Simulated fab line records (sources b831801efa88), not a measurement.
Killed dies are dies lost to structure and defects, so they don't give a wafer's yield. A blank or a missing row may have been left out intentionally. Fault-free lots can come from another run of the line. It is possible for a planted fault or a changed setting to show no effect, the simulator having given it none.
One fault seen from 2 desks + flow sky130 + numbers are kept per desk, each desk with only its own; the story behind them comes last

AT THE TOOL OWNER'S DESK: plasmaAsher-02
The tool's own readings at SKY_LDD_LDN_STRIP_12 (strips in O2/N2): means of the sampled wafers that have a number, for each lot that ran on this tool. Marked OUT: a lot whose mean sits more than 4 standard deviations from the usual mean, which makes it out of limits; the brackets give that distance.
Columns: A = drypumpMotorCurrentA at SKY_LDD_LDN_STRIP_12, usual 5.7 A; B = n2FlowSccm at SKY_LDD_LDN_STRIP_12, usual 300.1 sccm; C = oesProductAu at SKY_LDD_LDN_STRIP_12, usual 0.715 a.u.; D = stripTimeToEndpointS at SKY_LDD_LDN_STRIP_12, usual 14.15 s
| lot  | first seen here | A   | B     | C               | D     |
|------|-----------------|-----|-------|-----------------|-------|
| L508 | day 23 06:03    | 5.8 | 300.7 | 0.718           | 14.13 |
| L512 | day 24 00:19    | 5.8 | 301.1 | 0.719           | 14.13 |
| L514 | day 25 05:33    | 5.8 | 299.6 | 0.717           | 14.15 |
| L515 | day 25 06:22    | 6.0 | 299.6 | 0.938 (+52) OUT | -     |
Finding of this desk: L515 out of limits; the first was L515 at day 25 06:22, on oesProductAu at SKY_LDD_LDN_STRIP_12. Within limits: L508, L512, L514.

AT THE METROLOGY DESK
Lot by lot, what the gauges showed, no matter which tool ran the lot: averages of those sampled wafers that carry a number. Marked OUT: a lot whose mean sits more than 4 standard deviations from the usual mean, which makes it out of limits; the brackets give that distance.
Columns: A = LDD_HVP_OVL at SKY_LDD_HVP_OVL_MEAS_07, usual 0.8 nm; B = LDD_LDN_TW at SKY_LDD_LDN_TW_MEAS_13, usual 1496
| lot  | first seen here | A    | B    |
|------|-----------------|------|------|
| L508 | day 21 23:35    | -2.2 | 1491 |
| L510 | day 22 12:21    | 2.3  | 1499 |
| L511 | day 22 16:38    | 0.1  | 1497 |
| L509 | day 22 16:47    | 3.0  | 1505 |
| L512 | day 22 17:11    | -1.6 | 1498 |
| L515 | day 23 23:26    | -0.2 | 1495 |
| L514 | day 23 23:26    | -0.0 | 1483 |
| L516 | day 24 11:47    | 0.8  | 1496 |
| L526 | day 27 19:35    | 2.1  | 1497 |
| L527 | day 27 22:32    | -1.1 | 1496 |
| L528 | day 28 20:08    | 1.0  | 1496 |
| L529 | day 29 14:11    | 2.4  | 1500 |
This desk's finding: nothing out of limits on any of the 12 lots.

ALL TOGETHER
On L515, at day 25 06:22, an alarm was possible from the tool owner's desk.
At the metrology desk, nothing out of limits was observed.
The metrology desk holds a record of L515, inside its limits.
On plasmaAsher-02, each named lot ran SKY_LDD_LDN_STRIP_12.

WHAT THE SIMULATOR PUT IN
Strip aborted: plasmaAsher-02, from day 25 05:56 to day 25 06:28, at SKY_LDD_LDN_STRIP_12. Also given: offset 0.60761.
Shown lots that were struck: L515.
How many hours passed from the start of the fault until each desk's first out-of-limits reading: the tool owner's desk, 0.
